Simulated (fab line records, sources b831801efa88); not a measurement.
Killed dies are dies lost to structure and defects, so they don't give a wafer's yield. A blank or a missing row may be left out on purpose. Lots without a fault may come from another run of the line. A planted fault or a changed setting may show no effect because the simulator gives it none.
Which tool did it? | flow gf180mcu | 12 lots, 35 wafers sampled, at 6 steps of a route of 602

WHAT THE GAUGES READ, wafer by wafer
GF_M3_OVL_MEAS_15.
lot  | measured     | on         | M3_OVL (nm)
L776 | day 21 11:04 | overlay-02 | -8 -14 -7
L777 | day 22 00:23 | overlay-01 | -6 -9 -4
L778 | day 22 04:55 | overlay-01 | -2 5 3
L782 | day 23 15:24 | overlay-01 | -6 -3
L788 | day 25 16:06 | overlay-02 | 2 2 -1
L790 | day 26 09:53 | overlay-02 | -1 2 0
L791 | day 26 16:31 | overlay-02 | -6 0 -8
L795 | day 28 00:14 | overlay-02 | -1 0 7
L796 | day 28 04:05 | overlay-02 | -5 1 2
L798 | day 28 15:47 | overlay-01 | 10 8 -1
L797 | day 28 19:59 | overlay-02 | -4 -3 -7
L799 | day 29 01:29 | overlay-01 | -5 -3 -6

GF_V3_THK_MEAS_01.
lot  | measured     | on            | V3_CVD_00_THK (nm)
L776 | day 21 11:49 | film_metro-02 | 604 595 603
L777 | day 22 01:29 | film_metro-01 | 597 604 597
L778 | day 22 05:41 | film_metro-04 | 588 591 591
L782 | day 23 16:13 | film_metro-01 | 591 587
L788 | day 25 17:12 | film_metro-01 | 595 595 596
L790 | day 26 10:59 | film_metro-02 | 600 592 604
L791 | day 26 17:37 | film_metro-04 | 601 597 601
L795 | day 28 01:06 | film_metro-02 | 607 599 601
L796 | day 28 04:58 | film_metro-01 | 602 604 599
L798 | day 28 16:38 | film_metro-04 | 596 607 597
L797 | day 28 20:45 | film_metro-01 | 596 598 601
L799 | day 29 02:16 | film_metro-02 | 596 595 610

GF_V3_THK_MEAS_03.
lot  | measured     | on            | V3_CVD_02_THK (nm)
L776 | day 21 11:56 | film_metro-04 | 842 866 853
L777 | day 22 01:38 | film_metro-04 | 847 826 840
L778 | day 22 05:49 | film_metro-02 | 836 840 862
L782 | day 23 16:20 | film_metro-04 | 863 857
L788 | day 25 17:20 | film_metro-02 | 855 840 869
L790 | day 26 11:07 | film_metro-02 | 846 830 849
L791 | day 26 17:45 | film_metro-02 | 850 870 858
L795 | day 28 01:14 | film_metro-02 | 844 855 873
L796 | day 28 05:05 | film_metro-02 | 833 861 848
L798 | day 28 16:46 | film_metro-02 | 850 861 865
L797 | day 28 20:53 | film_metro-01 | 850 837 858
L799 | day 29 02:23 | film_metro-01 | 848 845 841

GF_V3_RS_MEAS_24: measures by four-point-probe.
lot  | measured     | on            | V3_W_RS (ohm/sq)
L776 | day 22 12:30 | film_metro-02 | 0.325 0.328 0.329
L777 | day 23 02:32 | film_metro-02 | 0.332 0.328 0.329
L778 | day 23 06:01 | film_metro-02 | 0.331 0.326 0.327
L782 | day 24 15:36 | film_metro-02 | 0.330 0.251
L788 | day 26 16:02 | film_metro-02 | 0.318 0.325 0.329
L790 | day 27 09:22 | film_metro-02 | 0.324 0.323 0.327
L791 | day 27 16:29 | film_metro-02 | 0.325 0.326 0.321
L795 | day 28 21:52 | film_metro-04 | 0.316 0.317 0.324
L796 | day 29 01:50 | film_metro-01 | 0.334 0.328 0.326
L798 | day 29 12:56 | film_metro-04 | 0.334 0.331 0.334
L797 | day 29 16:59 | film_metro-04 | 0.330 0.334 0.330
L799 | day 29 22:23 | film_metro-02 | 0.322 0.324 0.332

GF_V3_THK_MEAS_25: measures by xrf.
lot  | measured     | on            | V3_W_THK (nm)
L776 | day 22 12:37 | film_metro-02 | 354 351 351
L777 | day 23 02:39 | film_metro-02 | 350 349 348
L778 | day 23 06:08 | film_metro-02 | 347 353 352
L782 | day 24 15:41 | film_metro-02 | 349 459
L788 | day 26 16:10 | film_metro-02 | 364 356 351
L790 | day 27 09:28 | film_metro-02 | 354 356 351
L791 | day 27 16:37 | film_metro-02 | 354 354 358
L795 | day 28 21:59 | film_metro-04 | 368 365 360
L796 | day 29 01:56 | film_metro-01 | 342 346 351
L798 | day 29 13:03 | film_metro-04 | 348 349 347
L797 | day 29 17:05 | film_metro-04 | 351 347 351
L799 | day 29 22:30 | film_metro-02 | 354 353 343

WHICH TOOL RAN EACH LOT (tool, then ch and the chambers of the sampled wafers, then the start)
lot  | GF_V3_CVD_23
L776 | cvd_w-02 ch 0, day 22 12:16
L777 | cvd_w-01 ch 0,1, day 23 02:25
L778 | cvd_w-01 ch 1, day 23 05:55
L782 | cvd_w-01 ch 0,1, day 24 15:29
L788 | cvd_w-02 ch 0,1, day 26 15:56
L790 | cvd_w-02 ch 0,1, day 27 09:14
L791 | cvd_w-02 ch 0, day 27 16:23
L795 | cvd_w-01 ch 0,1, day 28 21:44
L796 | cvd_w-01 ch 0,1, day 29 01:43
L798 | cvd_w-01 ch 0,1, day 29 12:49
L797 | cvd_w-01 ch 0, day 29 16:51
L799 | cvd_w-01 ch 0,1, day 29 22:16
- GF_V3_CVD_23: deposits W, target thk 350 nm, time 104.9 s.

WHAT THE TOOLS THEMSELVES READ (means of the sampled wafers that have a number; where no wafer has one, the mark that the record gives instead)
GF_V3_CVD_23.
lot  | tool     | heater_power_w (W)
L776 | cvd_w-02 | 829
L777 | cvd_w-01 | 853
L778 | cvd_w-01 | 853
L782 | cvd_w-01 | 856
L788 | cvd_w-02 | 876
L790 | cvd_w-02 | 927
L791 | cvd_w-02 | 835
L795 | cvd_w-01 | 851
L796 | cvd_w-01 | 861
L798 | cvd_w-01 | 845
L797 | cvd_w-01 | 851
L799 | cvd_w-01 | 854

THE ANSWER, worked out from the rows above alone
Rule: what is usual is taken from the lots themselves. Put in order of their means at a reading, lots are off if they are a third of the lots or fewer, leave a main group of 4 or more, and stand apart from it by a gap of 3 or more times the standard deviation of the main group's means; of several such gaps the widest counts. A main group whose means are all the same, to the digits that the tables above print for the reading, isn't used. A lot without any number at a reading at which 4 lots or more have one is off too. The other lots that the step has rows for count as sound. The gauges are gone through in route order, then the tools' own readings, and for those a lot's mean is taken as printed above. The first step at which some lot is off is used, and at that step the reading that is off furthest; a lot without a number counts as furthest.
Off: L782, at GF_V3_RS_MEAS_24 (V3_W_RS). The main group: mean 0.327 ohm/sq, standard deviation 0.0038.
A tool fits if, at a process step before that reading, it ran every lot that is off, and no sound lot after the first of them. The gauges at GF_V3_RS_MEAS_24 are tried like those tools. None of those tried fits.

WHAT THE SIMULATOR HAD PUT IN
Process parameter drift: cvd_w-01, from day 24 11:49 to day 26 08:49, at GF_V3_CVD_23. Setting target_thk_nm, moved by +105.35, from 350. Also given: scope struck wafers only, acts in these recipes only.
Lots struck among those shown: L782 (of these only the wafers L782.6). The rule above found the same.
